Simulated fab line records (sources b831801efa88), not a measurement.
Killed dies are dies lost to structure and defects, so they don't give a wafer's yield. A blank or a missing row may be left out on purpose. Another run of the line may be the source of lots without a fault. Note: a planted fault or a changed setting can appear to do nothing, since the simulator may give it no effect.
Split-lot experiment || flow gf180mcu || route with 602 steps; 5 lots, 23 wafers read

== ON THE SPLIT ==
At GF_STI_CVD_23 (deposits SiO2, target thk 650 nm, time 108.3 s), the setting sih4_flow_sccm was moved away from the recipe's 60 sccm on 10 of the 23 wafers read, by -13.2% to +10.6%. This setting was run at the recipe's value on the other wafers.

Between the split and the reading, the file records no step.

== THE READING ==
STI_CVD_23_THK at GF_STI_THK_MEAS_24, in nm. Fault-free wafers of this fab line usually give 652 nm, standard deviation 5.2 nm.

{"wafer": "L080.1", "tool, chamber at the split": "hdpcvd-02, 2", "sih4_flow_sccm as run, sccm": 60, "against the recipe": "recipe", "STI_CVD_23_THK, nm": 654, "against lot-mates on the recipe": "-"}
{"wafer": "L080.2", "tool, chamber at the split": "hdpcvd-02, 1", "sih4_flow_sccm as run, sccm": 60, "against the recipe": "recipe", "STI_CVD_23_THK, nm": 650, "against lot-mates on the recipe": "-"}
{"wafer": "L080.3", "tool, chamber at the split": "hdpcvd-02, 0", "sih4_flow_sccm as run, sccm": 60, "against the recipe": "recipe", "STI_CVD_23_THK, nm": 654, "against lot-mates on the recipe": "-"}
{"wafer": "L080.5", "tool, chamber at the split": "hdpcvd-02, 2", "sih4_flow_sccm as run, sccm": 54.59, "against the recipe": "-9.0%", "STI_CVD_23_THK, nm": 601, "against lot-mates on the recipe": -52}
{"wafer": "L080.6", "tool, chamber at the split": "hdpcvd-02, 0", "sih4_flow_sccm as run, sccm": 54.59, "against the recipe": "-9.0%", "STI_CVD_23_THK, nm": 595, "against lot-mates on the recipe": -58}
{"wafer": "L082.1", "tool, chamber at the split": "hdpcvd-02, 0", "sih4_flow_sccm as run, sccm": 55.26, "against the recipe": "-7.9%", "STI_CVD_23_THK, nm": 609, "against lot-mates on the recipe": -50}
{"wafer": "L082.3", "tool, chamber at the split": "hdpcvd-02, 1", "sih4_flow_sccm as run, sccm": 60, "against the recipe": "recipe", "STI_CVD_23_THK, nm": 658, "against lot-mates on the recipe": "-"}
{"wafer": "L082.4", "tool, chamber at the split": "hdpcvd-02, 1", "sih4_flow_sccm as run, sccm": 55.26, "against the recipe": "-7.9%", "STI_CVD_23_THK, nm": 603, "against lot-mates on the recipe": -56}
{"wafer": "L082.5", "tool, chamber at the split": "hdpcvd-02, 0", "sih4_flow_sccm as run, sccm": 60, "against the recipe": "recipe", "STI_CVD_23_THK, nm": 659, "against lot-mates on the recipe": "-"}
{"wafer": "L082.6", "tool, chamber at the split": "hdpcvd-02, 2", "sih4_flow_sccm as run, sccm": 55.26, "against the recipe": "-7.9%", "STI_CVD_23_THK, nm": 601, "against lot-mates on the recipe": -58}
{"wafer": "L083.2", "tool, chamber at the split": "hdpcvd-02, 2", "sih4_flow_sccm as run, sccm": 66.38, "against the recipe": "+10.6%", "STI_CVD_23_THK, nm": 723, "against lot-mates on the recipe": "+71"}
{"wafer": "L083.3", "tool, chamber at the split": "hdpcvd-02, 1", "sih4_flow_sccm as run, sccm": 60, "against the recipe": "recipe", "STI_CVD_23_THK, nm": 650, "against lot-mates on the recipe": "-"}
{"wafer": "L083.4", "tool, chamber at the split": "hdpcvd-02, 0", "sih4_flow_sccm as run, sccm": 66.38, "against the recipe": "+10.6%", "STI_CVD_23_THK, nm": 723, "against lot-mates on the recipe": "+71"}
{"wafer": "L083.5", "tool, chamber at the split": "hdpcvd-02, 1", "sih4_flow_sccm as run, sccm": 66.38, "against the recipe": "+10.6%", "STI_CVD_23_THK, nm": 728, "against lot-mates on the recipe": "+76"}
{"wafer": "L083.6", "tool, chamber at the split": "hdpcvd-02, 2", "sih4_flow_sccm as run, sccm": 60, "against the recipe": "recipe", "STI_CVD_23_THK, nm": 654, "against lot-mates on the recipe": "-"}
{"wafer": "L084.3", "tool, chamber at the split": "hdpcvd-01, 0", "sih4_flow_sccm as run, sccm": 60, "against the recipe": "recipe", "STI_CVD_23_THK, nm": 641, "against lot-mates on the recipe": "-"}
{"wafer": "L084.4", "tool, chamber at the split": "hdpcvd-01, 2", "sih4_flow_sccm as run, sccm": 60, "against the recipe": "recipe", "STI_CVD_23_THK, nm": 651, "against lot-mates on the recipe": "-"}
{"wafer": "L084.6", "tool, chamber at the split": "hdpcvd-01, 0", "sih4_flow_sccm as run, sccm": 60, "against the recipe": "recipe", "STI_CVD_23_THK, nm": 648, "against lot-mates on the recipe": "-"}
{"wafer": "L085.2", "tool, chamber at the split": "hdpcvd-01, 2", "sih4_flow_sccm as run, sccm": 52.08, "against the recipe": "-13.2%", "STI_CVD_23_THK, nm": 564, "against lot-mates on the recipe": -90}
{"wafer": "L085.3", "tool, chamber at the split": "hdpcvd-01, 1", "sih4_flow_sccm as run, sccm": 60, "against the recipe": "recipe", "STI_CVD_23_THK, nm": 654, "against lot-mates on the recipe": "-"}
{"wafer": "L085.4", "tool, chamber at the split": "hdpcvd-01, 0", "sih4_flow_sccm as run, sccm": 52.08, "against the recipe": "-13.2%", "STI_CVD_23_THK, nm": 575, "against lot-mates on the recipe": -79}
{"wafer": "L085.5", "tool, chamber at the split": "hdpcvd-01, 1", "sih4_flow_sccm as run, sccm": 60, "against the recipe": "recipe", "STI_CVD_23_THK, nm": 659, "against lot-mates on the recipe": "-"}
{"wafer": "L085.6", "tool, chamber at the split": "hdpcvd-01, 2", "sih4_flow_sccm as run, sccm": 60, "against the recipe": "recipe", "STI_CVD_23_THK, nm": 650, "against lot-mates on the recipe": "-"}

THE FIT
A straight line over all 23 wafers: STI_CVD_23_THK changes by +6.42 nm for each +1% of sih4_flow_sccm; r = +0.99; the points scatter about the line by 4.8 nm.
The same after taking each lot's own level away (the mean of its wafers on the recipe; 23 wafers): +6.6 nm for each +1%; r = +1.00; scatter 3.9 nm.
According to that fit, moving sih4_flow_sccm by its largest amount changes the reading by 87 nm.
Measured against the standard deviation above, the lots' own levels, which go from 646.7 to 658.5 nm, span 2.3 times it.
Consequently the slope shifts little with the lot-to-lot level, the two slopes agreeing.
Check: with one of the wafers moved furthest among these (-13.2%) left out of the fit, the line predicts -85.6 nm for it against its lot-mates. Against them it came out at -90.3 nm.

== THE WHOLE CHAIN: every reading that the file lists as answering this split, in the file's order ==
{"step": "GF_STI_CVD_23", "what it does": "deposits SiO2, target thk 650 nm, time 108.3 s", "reading": "SiO2_of_STI_CVD_23.thk_nm (the simulator's own value, which no gauge read)", "change (the file's fit)": "+6.53 nm for each +1% of the setting", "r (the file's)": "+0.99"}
{"step": "GF_STI_THK_MEAS_24", "what it does": "", "reading": "STI_CVD_23_THK", "change (the file's fit)": "+6.53 for each +1% of the setting", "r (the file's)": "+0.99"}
{"step": "GF_STI_CMP_25", "what it does": "polishes, stops on Si3N4, t overpolish 33 s, target thk 524.6 nm", "reading": "time_to_endpoint_s", "change (the file's fit)": "withheld for each +1% of the setting", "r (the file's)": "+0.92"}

== THE FILE'S OWN FIT ==
STI_CVD_23_THK changes by +6.53 nm for each +1% of sih4_flow_sccm, r = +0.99.
